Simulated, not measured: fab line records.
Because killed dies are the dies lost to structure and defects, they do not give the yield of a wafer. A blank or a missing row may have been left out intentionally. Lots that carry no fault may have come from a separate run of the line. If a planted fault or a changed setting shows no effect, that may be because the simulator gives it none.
Comparing a struck lot with a sound one -- flow sky130 -- 16 out of 708 route steps
Sound: these wafers, L781.1, L781.2, L781.4. Wafers struck: L784.2, L784.3, L784.6. Last of all comes the cause.
Each step with rows lists, per side, the tool, then ch with its chambers, then its first start. Under that, the readings that differ: sound wafers -- struck wafers -- difference of the means -- sigmas: that difference in standard deviations of wafers without a fault.
alike: words and numbers the same on both sides, and readings whose means are apart by under 2 such deviations; not compared: readings that were withheld, readings missing a value for some wafer, numbers with overlapping values and no deviation given by the record, and bounds like >300 which may hide the same value.
A row with sigmas, a row that says differs or no value, or rows on one side alone: a step with any of these is where the two part. Numbers that have no deviation but don't overlap get no sigmas and don't part them. A reading that every wafer of one side lacks parts them only if that side has two wafers or more.

SKY_VIA1_BOW_MEAS_03:
  sound on film-metro-01 at day 37 08:04; struck on film-metro-01 at day 38 05:46
  alike: VIA1_BOW
then, 8 steps without rows for these wafers: SKY_VIA1_DEHYDRATE_04 (time 60 s); SKY_VIA1_HMDS_05 (prime time 60 s); SKY_VIA1_COAT_06 (resist thk 60 nm); SKY_VIA1_COAT_07 (resist thk 450 nm); SKY_VIA1_SOFTBAKE_08 (time 90 s); SKY_VIA1_EXPOSE_09 (exposes mask VIM, target cd 150 nm); SKY_VIA1_PEB_10; SKY_VIA1_DEVELOP_11 (develop time 60 s).
SKY_VIA1_CD_MEAS_12: target cd 150 nm.
  sound on cd-sem-01 at day 38 09:32; struck on cd-sem-01 at day 39 06:44
reading,sound,struck,difference,sigmas
cd-nm (nm),149.0 148.6 147.3,151.8 150.9 153.7,+3.8,+3
SKY_VIA1_OVL_MEAS_13:
  sound on overlay-02 at day 38 09:39; struck on overlay-01 at day 39 06:50
  alike: VIA1_OVL
SKY_VIA1_ETCH_14: etches BARC in N2/H2, stops on SiO2, time 45.9 s, target depth 60 nm.
  sound on rie-diel-02 ch 0,1,3, day 38 09:41; struck on rie-diel-04 ch 1,2, day 39 06:52
reading,sound,struck,difference,sigmas
oes-product-au (a.u.),0.857 0.862 0.855,0.850 0.845 0.847,-0.011,-2
  alike: bias-w, chamber-pressure-mTorr, drypump-motor-current-A, throttle-valve-pct
  not compared: rf-hours-counter-h
SKY_VIA1_ETCH_15: etches SiO2 in C4F8/O2/Ar, stops on TiN, target depth 351 nm, time 54 s.
  sound on rie-diel-02 ch 0,1,3, day 38 09:43; struck on rie-diel-04 ch 1,2, day 39 06:55
  no value came back on the struck wafers for bias-w (W), chamber-pressure-mTorr (mTorr), oes-product-au (a.u.), rf-hours-counter-h (h); on the sound wafers bias-w (W) reads 1195 1193 1199
reading,sound,struck,difference,sigmas
model.KrF-thick_of_VIA1_COAT_07.thk-nm (nm),325.3 319.5 324.8,394.4 393.3 393.3,+70.5,
SKY_VIA1_STRIP_16: strips in O2/N2.
  sound on plasma-asher-03 ch 0,1, day 38 09:46; struck on plasma-asher-02 ch 0,1, day 39 06:58
reading,sound,struck,difference,sigmas
drypump-motor-current-A (A),6.5 6.7 6.5,5.0 4.8 5.0,-1.6,-2
oes-product-au (a.u.),0.420 0.408 0.425,0.450 0.449 0.444,+0.030,+6
strip-time-to-endpoint-s (s),4.499 4.425 4.472,5.220 5.210 5.201,+0.745,+26
  not compared: rf-hours-counter-h
then, 1 step without rows for these wafers: SKY_VIA1_STRIP_17 (strips in post etch residue remover, time 1200 s).
-- the record jumps here: 11 days lie between the struck wafers' starts before and after (it left off in module VIA1 and takes up again in module PAD_OPEN, whose first step shown is number 708 of the route) --
SKY_PAD_OPEN_PROBE_99:
  sound on prober-01 at day 49 05:37; struck on prober-02 at day 49 18:59
reading,sound,struck,difference,sigmas
hold,- - -,await-dispo/2.6h/scrap await-dispo/2.6h/scrap await-dispo/2.6h/scrap,no value on the sound wafers,
defect-limited-yield (%),79.9 80.9 79.1,0 0 0,-80,-36
killed_at_M0_to_M3,53 41 49,441 446 458,+401,+57
killed-dies,99 94 103,492 492 492,+393,+36
killed-on-rim,22 20 21,96 96 96,+75,+18
sort_bin_5_function (%),12.2 11.2 11.8,93.1 91.1 94.7,+81.2,+51
sort-n-pass,393 398 389,0 0 0,-393,-36
sort-yield-pct (%),79.9 80.9 79.1,0 0 0,-80,-36
  alike: killed_at_M4_up, killed-at-contacts, killed-at-front-end, killed-at-other, killed-open, killed-short, sort_bin_3_pad_short, sort_bin_6_memory

WHERE THEY PART
First at SKY_VIA1_CD_MEAS_12; last, within this record, at SKY_PAD_OPEN_PROBE_99.

WHY: whatever the simulator had introduced
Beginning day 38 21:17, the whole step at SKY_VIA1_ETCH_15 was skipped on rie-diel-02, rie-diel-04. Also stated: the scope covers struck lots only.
